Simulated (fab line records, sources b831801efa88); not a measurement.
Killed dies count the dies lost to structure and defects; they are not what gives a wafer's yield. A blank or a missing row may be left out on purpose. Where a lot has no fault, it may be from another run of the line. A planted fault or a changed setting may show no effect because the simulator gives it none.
A sampling plan put to the test	flow sky130	one fab line, 2 faults that these records tell of, each judged on the records of the lots that it struck
The plan consists of the line's own looks: route steps at which the wafer is read by a gauge or an inspection but not changed. A look is open to judgement when struck wafers have a number at it and the file gives its usual mean and standard deviation on fault-free wafers. Caught: at a look after the fault's first step, the mean of the struck wafers lies 4 or more of those standard deviations (sigma) from the usual mean. On the tool: the same test on the tool's own readings at the fault's steps. Another recipe on the struck wafers, or a record that is blank for them alone, also counts as caught.

## THE FAULTS, as the simulator had put them in
1. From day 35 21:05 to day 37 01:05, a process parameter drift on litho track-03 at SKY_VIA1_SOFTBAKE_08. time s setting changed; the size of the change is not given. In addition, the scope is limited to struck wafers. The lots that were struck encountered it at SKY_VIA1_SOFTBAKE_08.
2. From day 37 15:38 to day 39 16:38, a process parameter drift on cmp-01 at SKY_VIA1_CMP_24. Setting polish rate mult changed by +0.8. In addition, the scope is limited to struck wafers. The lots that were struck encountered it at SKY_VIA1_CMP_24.

## WHAT THE PLAN SAW
fault	on the tool itself	first look that catches it	reading, sigma	median hours from its first step to that look	hours from the fault's start to the first struck lot there	judged looks passed uncaught
1	run length s -99 or beyond sigma	not the one look that can be judged after it	-	-	-	1
2	time to endpoint s -7.7 sigma	no look after it can be judged	-	-	-	0
A dash: the fault isn't caught, or these records don't give the number.

Caught at a look: 0 of 2. Caught on the tool: 2 of 2. By one or the other: 2 of 2.
Caught on the tool alone: faults 1, 2.
